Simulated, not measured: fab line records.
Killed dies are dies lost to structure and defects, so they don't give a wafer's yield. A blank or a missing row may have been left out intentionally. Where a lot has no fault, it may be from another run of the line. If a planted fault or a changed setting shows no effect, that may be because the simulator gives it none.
fab line records	flow sky130
record: lots: 6	wafers: 18	last-day: 49
route steps=708 shown FIELD_ISO@30 NWELL@32 DNWELL@35 PWDE@45 PAD_OPEN@708
lots with no fault: from the same line, run without faults
start-h: hours from the record's opening day to when the first of the lot's shown wafers began	wait-h: hours since the lot's step before	" repeats the value in the row above	L1.1+2: a single row standing in for several wafers	- no value, or no start given	* or withheld: withheld	< > ~ a bound
route shown NAME@n: NAME is a module with steps in the file, n the number in the route of the first one	usual: the fault-free wafers' mean and standard deviation	same: alike in all rows	chamber/n: place in a boat	sites: each site's reading	_std_site: their standard deviation	_edge_site: outer sites' mean less inner sites'	radius-mm: how far each site lies from the wafer's centre	mask NAME#n: copy n	behind: the most recent tool/chamber to have shaped the wafer	hold: why the lot went on hold/how many hours it stayed there/how the hold came to an end	device: which transistor (n, p or np) failed to switch	end of line: tests of these same wafers at the route's end	step lacking rows: just its recipe	killed: at the first sort, the dies lost to defects and structure; wafer yield is something else	map: dies across one wafer; x = killed, . = not, _ = none there
set.NAME: the setting the step ran with; set.NAME@STEP: the setting that earlier step ran with	model.NAME: the simulator's own value behind a step, which no gauge read
a table for each step, a row for each wafer; lots at some steps of the route
services: the hour from which a tool's chamber was out of use, counted from the record's first day as start-h (under 0 if before that day), plus the number of hours and why
== steps ==
step: SKY_FIELD_ISO_WET_ETCH_29
recipe: chemistry: H3PO4	target-depth-nm: 160	target: Si3N4	temp-c: 160	time-s: 1825
step: SKY_FIELD_ISO_WET_ETCH_30
recipe: chemistry: dHF	target-depth-nm: 25	target: SiO2	dilution: 10:1	temp-c: 25	time-s: 50
step: SKY_NWELL_CLEAN_00
recipe: chemistry: SC1/SC2	mix: 1:4:20	temp-c: 70	time-s: 150	dry: n2-spin
step: SKY_NWELL_OXIDATION_01
recipe: temp-c: 900	ambient: O2	stabilise-s: 600	purge-s: 300	target-thk-a: 100	ox-time-s: 1418
step: SKY_NWELL_THK_MEAS_02
recipe: reads: SiO2_of_NWELL_OXIDATION_01
usual: NWELL_OXIDATION_THK: 9.92/0.16
lot.wafer	tool	chamber	start-h	wait-h	NWELL_OXIDATION_THK[nm]
L725.1	film-metro-04	-	59.33	0.0	10.12
L725.2	"	-	"	"	10.04
L725.3	"	-	"	"	10.03
L731.2	film-metro-03	-	84.42	0.0	10.27
L731.3	"	-	"	"	10.04
L731.4	"	-	"	"	10.15
L733.1	film-metro-04	-	90.86	0.0	9.75
L733.2	"	-	"	"	9.78
L733.5	"	-	"	"	9.76
L736.1	film-metro-04	-	103.52	0.0	10.10
L736.5	"	-	"	"	10.06
L736.6	"	-	"	"	9.91
L739.2	film-metro-03	-	121.74	0.0	9.73
L739.4	"	-	"	"	9.60
L739.5	"	-	"	"	9.78
L742.1	film-metro-03	-	137.23	0.0	9.79
L742.4	"	-	"	"	9.78
L742.5	"	-	"	"	9.59
step: SKY_DNWELL_DEHYDRATE_00
recipe: temp-c: 200	time-s: 60
step: SKY_DNWELL_HMDS_01
recipe: prime-time-s: 60	prime-temp-c: 120
step: SKY_DNWELL_COAT_02
recipe: spin-rpm: 2000	resist-thk-nm: 3000
step: SKY_DNWELL_SOFTBAKE_03
recipe: temp-c: 110	time-s: withheld
step: SKY_DNWELL_EXPOSE_04
recipe: mask-id: DNM	na: 0.57	target-cd-nm: 3000	dose-mj: 222
step: SKY_DNWELL_PEB_05
recipe: temp-c: 115	time-s: withheld
step: SKY_DNWELL_DEVELOP_06
recipe: wall-angle-deg: 90	developer: TMAH	develop-time-s: 60	dev-temp-c: 23
step: SKY_DNWELL_IMPLANT_07
recipe: species: P	energy-kev: withheld	dose-cm2: withheld	tilt-deg: withheld
lot.wafer	tool	chamber	start-h	wait-h
L725.1+2+3	implanter-01	0	76.13	-
L731.2+3+4	implanter-03	0	101.66	-
L733.1+2+5	implanter-01	0	107.98	-
L736.1+5+6	implanter-04	0	121.68	-
L739.2+4+5	implanter-04	0	141.26	-
L742.1+4+5	implanter-04	0	156.74	-
step: SKY_DNWELL_STRIP_08
recipe: chemistry: O2/N2	power-w: 1400	pressure-mtorr: 1500	platen-temp-c: withheld	o2-flow-sccm: 3000	n2-flow-sccm: 300	overash-fraction: 0.5
usual: drypump-motor-current-A: 5.8/0.56	oes-product-au: 0.723/0.0044	strip-time-to-endpoint-s: 36.95/0.097
lot.wafer	tool	chamber	start-h	wait-h	drypump-motor-current-A	oes-product-au	rf-hours-counter-h	strip-time-to-endpoint-s
L725.1	plasma-asher-03	1	76.28	0.1	6.3	0.719	41	37.01
L725.2	"	0	"	"	4.9	0.722	41	36.97
L725.3	"	0	"	"	4.9	0.724	-	36.88
L731.2	plasma-asher-04	0	101.78	0.1	5.8	0.723	28	37.01
L731.3	"	0	"	"	5.8	0.726	-	36.93
L731.4	"	1	"	"	6.0	0.721	-	36.85
L733.1	plasma-asher-03	1	108.13	0.1	6.3	0.725	44	36.89
L733.2	"	0	"	"	4.9	0.720	44	36.92
L733.5	"	1	"	"	6.3	0.729	-	36.95
L736.1	plasma-asher-03	1	121.83	0.1	6.3	0.729	0	36.85
L736.5	"	1	"	"	6.3	0.730	-	36.84
L736.6	"	0	"	"	4.9	0.723	-	36.75
L739.2	plasma-asher-03	0	141.39	0.1	4.9	0.722	2	36.92
L739.4	"	0	"	"	4.9	0.721	-	36.84
L739.5	"	0	"	"	4.9	0.726	-	36.97
L742.1	plasma-asher-04	1	156.89	0.1	6.0	0.719	33	36.90
L742.4	"	0	"	"	5.8	0.719	-	36.83
L742.5	"	0	"	"	5.8	0.719	-	36.95
step: SKY_DNWELL_TW_MEAS_09
usual: DNWELL_TW: 1113/11
lot.wafer	tool	chamber	start-h	wait-h	DNWELL_TW
L725.1	film-metro-02	-	76.38	0.1	1108
L725.2	"	-	"	"	1106
L725.3	"	-	"	"	1102
L731.2	film-metro-02	-	101.89	0.1	1102
L731.3	"	-	"	"	1105
L731.4	"	-	"	"	1099
L733.1	film-metro-04	-	108.23	0.1	1110
L733.2	"	-	"	"	1114
L733.5	"	-	"	"	1114
L736.1	film-metro-04	-	121.93	0.1	1125
L736.5	"	-	"	"	1122
L736.6	"	-	"	"	1123
L739.2	film-metro-03	-	141.50	0.1	1128
L739.4	"	-	"	"	1123
L739.5	"	-	"	"	1126
L742.1	film-metro-02	-	156.99	0.1	1107
L742.4	"	-	"	"	1110
L742.5	"	-	"	"	1113
step: SKY_PWDE_DEHYDRATE_00
recipe: temp-c: 200	time-s: 60
step: SKY_PWDE_HMDS_01
recipe: prime-time-s: 60	prime-temp-c: 120
step: SKY_PWDE_COAT_02
recipe: spin-rpm: 2000	resist-thk-nm: 3000
step: SKY_PWDE_SOFTBAKE_03
recipe: temp-c: 110	time-s: withheld
step: SKY_PWDE_EXPOSE_04
recipe: mask-id: PWDEM	na: 0.6	source-shape: conventional	sigma-outer: 0.6	polarization: unpolarized	target-cd-nm: 840	dose-mj: 214
step: SKY_PWDE_PEB_05
recipe: temp-c: 115	time-s: withheld
step: SKY_PWDE_DEVELOP_06
recipe: wall-angle-deg: 90	developer: TMAH	develop-time-s: 60	dev-temp-c: 23
step: SKY_PWDE_OVL_MEAS_07
usual: PWDE_OVL: -0.4/1.3
lot.wafer	tool	chamber	start-h	wait-h	PWDE_OVL[nm]
L725.1	overlay-02	-	93.38	-	0.8
L725.2	"	-	"	"	-0.6
L725.3	"	-	"	"	-1.6
L731.2	overlay-02	-	119.84	-	-0.3
L731.3	"	-	"	"	-0.3
L731.4	"	-	"	"	-0.4
L733.1	overlay-01	-	126.47	-	0.7
L733.2	"	-	"	"	0.6
L733.5	"	-	"	"	0.7
L736.1	overlay-02	-	140.38	-	-1.6
L736.5	"	-	"	"	0.5
L736.6	"	-	"	"	-0.1
L739.2	overlay-01	-	161.01	-	-0.1
L739.4	"	-	"	"	1.3
L739.5	"	-	"	"	0.1
L742.1	overlay-01	-	176.52	-	0.8
L742.4	"	-	"	"	-0.2
L742.5	"	-	"	"	-0.4
step: SKY_PWDE_IMPLANT_08
recipe: species: B	energy-kev: 150	dose-cm2: 3.6e+12	tilt-deg: withheld
step: SKY_PWDE_STRIP_09
recipe: chemistry: O2/N2	power-w: 1400	pressure-mtorr: 1500	platen-temp-c: withheld	o2-flow-sccm: 3000	n2-flow-sccm: 300	overash-fraction: 0.5
usual: drypump-motor-current-A: 5.6/0.47	oes-product-au: 0.722/0.0045	strip-time-to-endpoint-s: 36.96/0.11
lot.wafer	tool	chamber	start-h	wait-h	drypump-motor-current-A	oes-product-au	rf-hours-counter-h	strip-time-to-endpoint-s
L725.1	plasma-asher-01	1	93.57	0.1	5.6	0.719	39	37.17
L725.2	"	0	"	"	6.4	0.721	39	37.07
L725.3	"	1	"	"	5.6	0.727	-	37.01
L731.2	plasma-asher-04	0	120.02	0.1	5.7	0.723	30	36.96
L731.3	"	0	"	"	5.7	0.726	-	36.88
L731.4	"	1	"	"	6.0	0.723	-	36.93
L733.1	plasma-asher-01	1	126.65	0.1	5.6	0.718	43	37.07
L733.2	"	0	"	"	6.4	0.721	43	37.05
L733.5	"	1	"	"	5.6	0.723	-	37.02
L736.1	plasma-asher-01	1	140.57	0.1	5.6	0.716	44	36.90
L736.5	"	0	"	"	6.4	0.725	-	37.03
L736.6	"	1	"	"	5.6	0.719	-	36.99
L739.2	plasma-asher-02	0	161.19	0.1	4.9	0.714	49	36.76
L739.4	"	1	"	"	5.4	0.714	-	36.78
L739.5	"	1	"	"	5.4	0.717	-	36.79
L742.1	plasma-asher-04	1	176.70	0.1	6.0	0.723	35	36.93
L742.4	"	1	"	"	6.0	0.722	-	36.89
L742.5	"	1	"	"	6.0	0.718	-	36.84
step: SKY_PWDE_TW_MEAS_10
usual: PWDE_TW: 374/3.2
lot.wafer	tool	chamber	start-h	wait-h	PWDE_TW
L725.1	film-metro-02	-	93.67	0.1	373
L725.2	"	-	"	"	373
L725.3	"	-	"	"	374
L731.2	film-metro-04	-	120.13	0.1	379
L731.3	"	-	"	"	378
L731.4	"	-	"	"	379
L733.1	film-metro-03	-	126.75	0.1	374
L733.2	"	-	"	"	374
L733.5	"	-	"	"	375
L736.1	film-metro-02	-	140.67	0.1	369
L736.5	"	-	"	"	366
L736.6	"	-	"	"	367
L739.2	film-metro-03	-	161.30	0.1	377
L739.4	"	-	"	"	376
L739.5	"	-	"	"	376
L742.1	film-metro-02	-	176.80	0.1	369
L742.4	"	-	"	"	370
L742.5	"	-	"	"	371
step: SKY_NWELL_DEHYDRATE_03
recipe: temp-c: 200	time-s: 60
step: SKY_NWELL_HMDS_04
recipe: prime-time-s: 60	prime-temp-c: 120
step: SKY_NWELL_COAT_05
recipe: spin-rpm: 2000	resist-thk-nm: 3000
step: SKY_NWELL_SOFTBAKE_06
recipe: temp-c: 110	time-s: withheld
step: SKY_NWELL_EXPOSE_07
recipe: mask-id: NWM	na: 0.6	source-shape: conventional	sigma-outer: 0.6	polarization: unpolarized	target-cd-nm: 840	dose-mj: 255
step: SKY_NWELL_PEB_08
recipe: temp-c: 115	time-s: withheld
step: SKY_NWELL_DEVELOP_09
recipe: wall-angle-deg: 90	developer: TMAH	develop-time-s: 60	dev-temp-c: 23
step: SKY_NWELL_OVL_MEAS_10
usual: NWELL_00_OVL: -1.7/1.6
lot.wafer	tool	chamber	start-h	wait-h	NWELL_00_OVL[nm]
L725.1	overlay-02	-	111.17	-	0.2
L725.2	"	-	"	"	-1.6
L725.3	"	-	"	"	-2.5
L731.2	overlay-01	-	138.74	-	-2.9
L731.3	"	-	"	"	-3.4
L731.4	"	-	"	"	-3.3
L733.1	overlay-02	-	146.36	-	-1.4
L733.2	"	-	"	"	-2.8
L733.5	"	-	"	"	-3.4
L736.1	overlay-01	-	160.12	-	-0.2
L736.5	"	-	"	"	1.2
L736.6	"	-	"	"	-0.4
L739.2	overlay-02	-	181.26	-	-1.1
L739.4	"	-	"	"	0.6
L739.5	"	-	"	"	-1.4
L742.1	overlay-02	-	197.29	-	-4.4
L742.4	"	-	"	"	-2.1
L742.5	"	-	"	"	-3.0
step: SKY_NWELL_IMPLANT_11
recipe: species: P	energy-kev: 400	dose-cm2: 1.9e+13	tilt-deg: withheld
step: SKY_NWELL_IMPLANT_12
recipe: species: P	energy-kev: 120	dose-cm2: 1.3e+12	tilt-deg: withheld
step: SKY_NWELL_IMPLANT_13
recipe: species: P	energy-kev: 50	dose-cm2: 7e+11	tilt-deg: withheld
step: SKY_NWELL_STRIP_14
recipe: chemistry: O2/N2	power-w: 1400	pressure-mtorr: 1500	platen-temp-c: withheld	o2-flow-sccm: 3000	n2-flow-sccm: 300	overash-fraction: 0.5
usual: drypump-motor-current-A: 5.6/0.57	oes-product-au: 0.722/0.0046	strip-time-to-endpoint-s: 36.92/0.12
lot.wafer	tool	chamber	start-h	wait-h	drypump-motor-current-A	oes-product-au	rf-hours-counter-h	strip-time-to-endpoint-s
L725.1	plasma-asher-04	1	111.65	0.1	6.0	0.717	29	36.96
L725.2	"	0	"	"	5.8	0.721	29	36.94
L725.3	"	0	"	"	5.8	0.721	-	36.91
L731.2	plasma-asher-04	1	139.22	0.1	6.0	0.718	31	36.81
L731.3	"	1	"	"	6.0	0.719	-	36.85
L731.4	"	0	"	"	5.7	0.725	-	36.77
L733.1	plasma-asher-03	1	146.84	0.1	6.3	0.726	3	37.02
L733.2	"	0	"	"	4.9	0.731	3	36.97
L733.5	"	1	"	"	6.3	0.723	-	36.94
L736.1	plasma-asher-02	0	160.60	0.1	4.9	0.724	49	36.94
L736.5	"	1	"	"	5.4	0.712	-	37.07
L736.6	"	0	"	"	5.0	0.727	-	36.99
L739.2	plasma-asher-03	1	181.74	0.1	6.3	0.719	6	36.92
L739.4	"	1	"	"	6.3	0.720	-	36.79
L739.5	"	0	"	"	4.9	0.723	-	36.93
L742.1	plasma-asher-03	0	197.77	0.1	4.9	0.722	8	37.05
L742.4	"	1	"	"	6.4	0.716	-	36.97
L742.5	"	0	"	"	4.9	0.718	-	36.96
step: SKY_NWELL_TW_MEAS_15
usual: NWELL_TW: 1816/17
lot.wafer	tool	chamber	start-h	wait-h	NWELL_TW
L725.1	film-metro-03	-	111.75	0.1	1834
L725.2	"	-	"	"	1839
L725.3	"	-	"	"	1831
L731.2	film-metro-04	-	139.33	0.1	1829
L731.3	"	-	"	"	1839
L731.4	"	-	"	"	1831
L733.1	film-metro-04	-	146.94	0.1	1817
L733.2	"	-	"	"	1815
L733.5	"	-	"	"	1818
L736.1	film-metro-02	-	160.70	0.1	1804
L736.5	"	-	"	"	1799
L736.6	"	-	"	"	1798
L739.2	film-metro-04	-	181.85	0.1	1823
L739.4	"	-	"	"	1817
L739.5	"	-	"	"	1830
L742.1	film-metro-04	-	197.87	0.1	1835
L742.4	"	-	"	"	1837
L742.5	"	-	"	"	1833
step: SKY_NWELL_DEHYDRATE_16
recipe: temp-c: 200	time-s: 60
step: SKY_NWELL_HMDS_17
recipe: prime-time-s: 60	prime-temp-c: 120
step: SKY_NWELL_COAT_18
recipe: spin-rpm: 2000	resist-thk-nm: 3000
step: SKY_PAD_OPEN_PROBE_99
usual: killed_at_M0_to_M3: 43/7	killed_at_M4_up: 3.1/1.9	killed-at-contacts: 25/6.1	killed-at-front-end: 15/4.5	killed-at-other: 0.3/0.55	killed-dies: 87/8.9	killed-open: 47/6.4	killed-short: 40/6.6
same: gross-dies: 492	killed-at-back-side: 0
lot.wafer	tool	chamber	start-h	wait-h	killed_at_M0_to_M3	killed_at_M4_up	killed-at-contacts	killed-at-front-end	killed-at-other	killed-dies	killed-open	killed-short	model.etest.cap-ono.gate-bv-v	model.etest.cap-thick-oxide.gate-bv-v	model.etest.diode-nwell-sub.leak-log10-a-cm2	model.etest.diode-dnwell-sub.leak-log10-a-cm2	model.etest.diode-pwell-dnwell.leak-log10-a-cm2	model.etest.diode-ndiff-pwell-hv.leak-log10-a-cm2	model.etest.diode-pdiff-nwell-hv.leak-log10-a-cm2	model.etest.diode-pdiff-nwell.leak-log10-a-cm2
L725.1	prober-01	-	1109.12	0.1	49	2	25	10	0	86	41	45	16.44	16.22	-7.478	-7.382	-7.465	-6.697	-6.49	-7.237
L725.2	prober-01	-	1109.17	0.1	39	5	27	12	0	83	47	35	16.38	16.11	-7.41	-7.476	-7.556	-6.613	-6.378	-7.189
L725.3	prober-01	-	1109.22	0.2	40	4	35	13	0	92	47	44	16.36	16.05	-7.422	-7.298	-7.577	-6.441	-6.755	-7.508
L731.2	prober-02	-	1136.22	0.1	37	4	37	12	0	90	51	39	16.29	15.5	-7.268	-7.452	-7.67	-6.651	-6.939	-7.174
L731.3	prober-02	-	1136.27	0.2	53	2	29	12	0	96	49	47	17.12	15.5	-7.4	-7.261	-7.762	-6.914	-6.64	-7.136
L731.4	prober-02	-	1136.32	0.2	40	3	34	10	0	87	46	40	16.28	15.71	-7.113	-6.987	-8	-6.817	-6.751	-7.516
L733.1	prober-02	-	1141.47	0.1	36	3	29	11	0	79	51	27	16.59	15.47	-7.263	-7.511	-7.634	-6.721	-6.649	-7.169
L733.2	prober-02	-	1141.52	0.1	27	4	33	18	0	82	36	46	16.48	15.22	-7.176	-7.293	-7.905	-6.748	-6.562	-7.417
L733.5	prober-02	-	1141.67	0.2	44	3	29	19	1	96	51	43	16.27	15.03	-7.266	-7.109	-7.508	-6.702	-6.798	-7.375
L736.1	prober-01	-	1161.37	0.1	33	2	18	16	1	70	35	35	16.35	15.3	-7.418	-7.062	-7.606	-6.817	-6.537	-7.268
L736.5	prober-01	-	1161.57	0.2	33	4	18	21	0	76	30	45	16.27	15.99	-7.31	-7.272	-7.677	-6.469	-6.578	-7.399
L736.6	prober-01	-	1161.62	0.2	52	1	22	12	0	87	55	31	16.2	15.87	-7.268	-7.424	-7.56	-6.802	-6.649	-6.793
L739.2	prober-02	-	1178.61	0.1	47	2	14	26	0	89	53	36	15.54	14.85	-6.169	-6.346	-6.488	-6.204	-5.909	-6.744
L739.4	prober-02	-	1178.71	0.2	34	6	29	17	0	86	46	40	15.33	14.55	-6.246	-6.394	-6.927	-6.206	-6.011	-6.839
L739.5	prober-02	-	1178.76	0.2	39	2	37	18	0	96	47	49	15.01	14.69	-6.322	-6.463	-6.906	-5.907	-6.154	-6.809
L742.1	prober-01	-	1185.26	0.1	53	1	21	18	0	93	50	43	14.81	14.76	-6.648	-6.056	-6.722	-6.502	-6.427	-6.892
L742.4	prober-01	-	1185.41	0.2	47	0	27	20	1	95	47	48	14.49	14.49	-6.251	-6.189	-6.771	-6.291	-6.303	-7.008
L742.5	prober-01	-	1185.46	0.2	48	3	22	11	0	84	43	41	15.26	14.41	-6.398	-6.428	-6.656	-6.206	-6.227	-6.873
killed by level:class
L725.1 CONTACT:geometric-particle:open=9 VIA1:geometric-particle:open=9 METAL3:geometric-particle:short=7 LI_CONTACT:geometric-particle:short=6 METAL2:geometric-particle:short=6 FIELD_ISO:geometric-particle:open=5 METAL1:geometric-particle:short=5 VIA2:geometric-particle:open=5
L725.2 LI_CONTACT:geometric-particle:open=12 VIA1:geometric-particle:open=8 CONTACT:geometric-particle:open=7 VIA1:geometric-particle:short=7 VIA2:geometric-particle:open=6 VIA3:geometric-particle:open=5 METAL2:geometric-particle:short=4 FIELD_ISO:geometric-particle:short=3
L725.3 CONTACT:geometric-particle:open=12 LI_CONTACT:geometric-particle:open=11 VIA3:geometric-particle:open=9 METAL1:geometric-particle:short=7 CONTACT:geometric-particle:short=5 METAL2:geometric-particle:short=5 VIA1:geometric-particle:open=5 POLY_GATE:geometric-particle:short=4
L731.2 CONTACT:geometric-particle:open=14 LI_CONTACT:geometric-particle:open=8 VIA3:geometric-particle:open=8 LOCAL_INTERCONNECT:geometric-particle:short=5 CONTACT:geometric-particle:short=5 VIA1:geometric-particle:short=5 VIA1:geometric-particle:open=5 FIELD_ISO:geometric-particle:open=4
L731.3 LI_CONTACT:geometric-particle:open=10 CONTACT:geometric-particle:open=9 VIA1:geometric-particle:open=9 VIA3:geometric-particle:open=7 METAL2:geometric-particle:short=6 VIA2:geometric-particle:short=6 METAL1:geometric-particle:short=5 VIA1:geometric-particle:short=5
L731.4 VIA2:geometric-particle:open=11 CONTACT:geometric-particle:open=10 LI_CONTACT:geometric-particle:open=7 CONTACT:geometric-particle:short=6 METAL1:geometric-particle:short=6 VIA1:geometric-particle:open=6 LOCAL_INTERCONNECT:geometric-particle:short=5 VIA3:geometric-particle:open=5
L733.1 CONTACT:geometric-particle:open=14 VIA1:geometric-particle:open=12 LI_CONTACT:geometric-particle:open=8 VIA3:geometric-particle:open=5 METAL1:geometric-particle:short=4 VIA1:geometric-particle:short=4 VIA2:geometric-particle:open=4 FIELD_ISO:geometric-particle:open=3
L733.2 CONTACT:geometric-particle:open=13 CONTACT:geometric-particle:short=9 LI_CONTACT:geometric-particle:open=7 POLY_GATE:geometric-particle:short=6 METAL2:geometric-particle:short=6 VIA3:geometric-particle:open=6 FIELD_ISO:geometric-particle:short=5 METAL1:geometric-particle:short=4
L733.5 VIA1:geometric-particle:open=16 CONTACT:geometric-particle:open=11 FIELD_ISO:geometric-particle:short=7 CONTACT:geometric-particle:short=7 METAL3:geometric-particle:short=7 FIELD_ISO:geometric-particle:open=6 LI_CONTACT:geometric-particle:open=5 VIA3:geometric-particle:open=5
L736.1 FIELD_ISO:geometric-particle:short=7 CONTACT:geometric-particle:open=7 VIA3:geometric-particle:open=7 VIA2:geometric-particle:open=6 LI_CONTACT:geometric-particle:open=5 METAL2:geometric-particle:short=5 POLY_GATE:geometric-particle:short=4 POLY_GATE:geometric-particle:open=3
L736.5 CONTACT:geometric-particle:open=8 FIELD_ISO:geometric-particle:short=7 METAL2:geometric-particle:short=6 METAL3:geometric-particle:short=6 VIA1:geometric-particle:short=5 CONTACT:geometric-particle:short=4 METAL4:geometric-particle:short=4 POLY_GATE:geometric-particle:open=3
L736.6 VIA1:geometric-particle:open=12 VIA2:geometric-particle:open=10 VIA3:geometric-particle:open=7 METAL1:geometric-particle:short=6 METAL2:geometric-particle:short=6 CONTACT:geometric-particle:short=5 CONTACT:geometric-particle:open=5 POLY_GATE:geometric-particle:open=4
L739.2 VIA1:geometric-particle:open=12 VIA2:geometric-particle:open=11 VIA1:geometric-particle:short=7 CONTACT:geometric-particle:open=6 FIELD_ISO:geometric-particle:open=6 POLY_GATE:geometric-particle:open=6 FIELD_ISO:geometric-particle:short=5 POLY_GATE:geometric-particle:short=5
L739.4 CONTACT:geometric-particle:open=13 VIA1:geometric-particle:open=9 FIELD_ISO:geometric-particle:open=6 CONTACT:geometric-particle:short=6 METAL4:geometric-particle:short=6 FIELD_ISO:geometric-particle:short=5 LI_CONTACT:geometric-particle:open=5 VIA2:geometric-particle:open=5
L739.5 CONTACT:geometric-particle:open=14 VIA2:geometric-particle:open=8 METAL2:geometric-particle:short=8 VIA1:geometric-particle:open=7 LI_CONTACT:geometric-particle:short=6 LI_CONTACT:geometric-particle:open=6 CONTACT:geometric-particle:short=6 FIELD_ISO:geometric-particle:short=5
L742.1 VIA3:geometric-particle:open=13 CONTACT:geometric-particle:open=10 METAL2:geometric-particle:short=10 VIA1:geometric-particle:open=7 VIA2:geometric-particle:open=7 FIELD_ISO:geometric-particle:short=6 LI_CONTACT:geometric-particle:open=5 POLY_GATE:geometric-particle:short=4
L742.4 VIA1:geometric-particle:open=13 CONTACT:geometric-particle:open=8 POLY_GATE:geometric-particle:open=6 LOCAL_INTERCONNECT:geometric-particle:short=6 VIA3:geometric-particle:open=6 METAL1:geometric-particle:short=6 METAL2:geometric-particle:short=6 VIA1:geometric-particle:short=5
L742.5 CONTACT:geometric-particle:open=11 VIA1:geometric-particle:open=10 VIA3:geometric-particle:open=9 VIA2:geometric-particle:open=6 METAL1:geometric-particle:short=6 POLY_GATE:geometric-particle:short=5 METAL2:geometric-particle:short=5 VIA1:geometric-particle:short=4
== services ==
tool	chamber	start-h	hours	kind
implanter-04	-	58.87	29.5	pm
plasma-asher-04	-	67.75	3.5	repair
implanter-04	-	105.87	10.3	repair
plasma-asher-03	-	108.75	9.0	pm
plasma-asher-03	0	108.75	9.0	vent-cycle
plasma-asher-03	1	108.75	9.0	vent-cycle
plasma-asher-03	-	110.28	3.5	repair
plasma-asher-04	-	112.68	1.3	repair
plasma-asher-03	0	117.75	-	clean
plasma-asher-03	1	117.75	-	clean
implanter-03	-	127.09	0.7	repair
implanter-04	-	150.20	5.9	repair
plasma-asher-02	-	153.70	0.9	repair
implanter-04	-	159.98	5.5	pm
plasma-asher-02	-	184.78	1.8	repair
== key ==
first-sign none at tools or gauges
model-effect: step: SKY_PAD_OPEN_PROBE_99	value: etest.cap-ono.gate-bv-v	without: 16.49	struck: 15.07
met-at SKY_DNWELL_IMPLANT_07
struck-wafers L739.2,L739.4,L739.5,L742.1,L742.4,L742.5
tester-left-out L739,L742
onset-between 121.68 141.26
also-fits time
fault: kind: metallic-contamination-source	tool: implanter-04	chamber: -	onset-h: 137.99	steps: SKY_DNWELL_IMPLANT_07	rate-cm2-per-visit: 9.1263e+12	species: metal-fe-cm2
tester-left-out: of these lots the tester's yield and bins aren't shown, on N5 and GAA mostly nor the transistor test; their killed dies are dies lost to structure and defects alone, not to doping, threshold or leakage, so they don't give the yield
